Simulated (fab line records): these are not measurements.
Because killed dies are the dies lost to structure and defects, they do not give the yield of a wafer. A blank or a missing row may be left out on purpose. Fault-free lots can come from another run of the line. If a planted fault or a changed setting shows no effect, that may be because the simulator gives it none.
Matching of chambers || flow sky130 || SKY_VIA2_CMP_24 on cmp-02: 4 sister chambers
The step polishes, stops on SiO2, t overpolish 20 s, target thk 0 nm. 8 wafers are shown with their chamber, then 12 later ones without.

== WAFERS PAIRED WITH THEIR CHAMBERS ==
{"wafer": "L083.6", "chamber": 2, "motor-current-A (A)": 11.6, "platen-rpm (rpm)": 59.95}
{"wafer": "L085.5", "chamber": 1, "motor-current-A (A)": 10.9, "platen-rpm (rpm)": 59.93}
{"wafer": "L086.1", "chamber": 3, "motor-current-A (A)": 11.0, "platen-rpm (rpm)": 59.99}
{"wafer": "L086.4", "chamber": 0, "motor-current-A (A)": 7.9, "platen-rpm (rpm)": 60.02}
{"wafer": "L086.5", "chamber": 0, "motor-current-A (A)": 8.4, "platen-rpm (rpm)": 60.05}
{"wafer": "L087.2", "chamber": 2, "motor-current-A (A)": 12.9, "platen-rpm (rpm)": 59.90}
{"wafer": "L087.3", "chamber": 3, "motor-current-A (A)": 10.6, "platen-rpm (rpm)": 59.94}
{"wafer": "L087.6", "chamber": 1, "motor-current-A (A)": 10.8, "platen-rpm (rpm)": 59.98}

== WAFERS WITH NO CHAMBER GIVEN ==
{"wafer": "L089.3", "motor-current-A (A)": 10.9, "platen-rpm (rpm)": 59.94}
{"wafer": "L089.5", "motor-current-A (A)": 11.1, "platen-rpm (rpm)": 59.94}
{"wafer": "L089.6", "motor-current-A (A)": 12.3, "platen-rpm (rpm)": 59.96}
{"wafer": "L092.2", "motor-current-A (A)": 8.2, "platen-rpm (rpm)": 59.95}
{"wafer": "L092.4", "motor-current-A (A)": 12.5, "platen-rpm (rpm)": 60.04}
{"wafer": "L092.6", "motor-current-A (A)": 10.4, "platen-rpm (rpm)": 60.03}
{"wafer": "L094.1", "motor-current-A (A)": 8.5, "platen-rpm (rpm)": 60.00}
{"wafer": "L094.3", "motor-current-A (A)": 10.6, "platen-rpm (rpm)": 60.02}
{"wafer": "L094.6", "motor-current-A (A)": 11.0, "platen-rpm (rpm)": 59.99}
{"wafer": "L096.1", "motor-current-A (A)": 13.2, "platen-rpm (rpm)": 59.94}
{"wafer": "L096.2", "motor-current-A (A)": 10.6, "platen-rpm (rpm)": 59.95}
{"wafer": "L096.3", "motor-current-A (A)": 10.1, "platen-rpm (rpm)": 59.95}

== WHICH CHAMBER EACH ONE RAN IN ==
{"wafer": "L089.3", "from the rows above": "can't be placed: 1 or 3", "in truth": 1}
{"wafer": "L089.5", "from the rows above": "can't be placed: 1 or 3 or 2", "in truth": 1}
{"wafer": "L089.6", "from the rows above": "can't be placed: 2 or 1 or 3", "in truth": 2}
{"wafer": "L092.2", "from the rows above": 0, "in truth": 0}
{"wafer": "L092.4", "from the rows above": "can't be placed: 2 or 3 or 1", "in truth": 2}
{"wafer": "L092.6", "from the rows above": "can't be placed: 3 or 1", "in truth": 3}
{"wafer": "L094.1", "from the rows above": 0, "in truth": 0}
{"wafer": "L094.3", "from the rows above": "can't be placed: 3 or 1", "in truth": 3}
{"wafer": "L094.6", "from the rows above": "can't be placed: 3 or 1", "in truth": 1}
{"wafer": "L096.1", "from the rows above": 2, "in truth": 2}
{"wafer": "L096.2", "from the rows above": "can't be placed: 1 or 3", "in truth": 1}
{"wafer": "L096.3", "from the rows above": "can't be placed: 3 or 1", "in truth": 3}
Placed correctly: 3 of 12. Not placeable from these rows: 9 (in 9, the candidates include the true chamber). Placed wrongly: 0.
How it was worked out, from the rows above alone: a wafer's distance from a chamber is the root of the sum, over the readings, of the square of ((its reading less the chamber's mean) divided by the reading's scatter). The wafer belongs to the nearest chamber; if the next one is less than 2 further off, it can't be placed. Each chamber's mean is taken over the wafers shown for it. How the scatter is found: for the shown wafers, subtract from each reading the mean of its chamber, square and add these, divide the total by (wafers less chambers), then take the root.
